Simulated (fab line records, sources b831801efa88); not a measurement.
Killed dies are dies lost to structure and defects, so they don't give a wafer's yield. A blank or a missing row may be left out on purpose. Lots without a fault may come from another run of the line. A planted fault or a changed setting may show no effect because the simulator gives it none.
Chamber matching | flow sky130 | SKY_CONTACT_CMP_04 on cmp-01: 4 sister chambers
The step polishes SiO2. 4 wafers are shown with their chamber, then 7 later ones without.

WAFERS WITH THEIR CHAMBER
wafer  | chamber | motor_current_A (A)
L299.2 | 1       | 10.9
L305.5 | 3       | 10.3
L316.1 | 0       | 10.4
L316.3 | 2       | 12.0

WAFERS WITHOUT THEIR CHAMBER
wafer  | motor_current_A (A)
L316.4 | 10.4
L317.1 | 10.8
L317.3 | 10.8
L317.5 | 12.0
L319.4 | 12.0
L319.5 | 11.2
L319.6 | 11.0

WHICH CHAMBER EACH WENT THROUGH
wafer  | from the rows above     | in truth
L316.4 | can't be placed: 0 or 3 | 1
L317.1 | 1                       | 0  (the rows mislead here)
L317.3 | 1                       | 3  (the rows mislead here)
L317.5 | 2                       | 2
L319.4 | 2                       | 2
L319.5 | 1                       | 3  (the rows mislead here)
L319.6 | 1                       | 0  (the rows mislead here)
Placed correctly: 2 of 7. Can't be placed from these rows: 1 (the true chamber is among the candidates in 0). Placed wrongly: 4.
How it was worked out, from the rows above alone: a wafer's distance from a chamber is the root of the sum, over the readings, of the square of ((its reading less the chamber's mean) divided by the reading's scatter). The wafer belongs to the nearest chamber; if the next one is less than 2 further off, it can't be placed. A chamber's mean is the mean of its shown wafers. The scatter: with one shown wafer a chamber, the root of the mean of the squares of how far each hidden wafer lies from its nearest shown one.
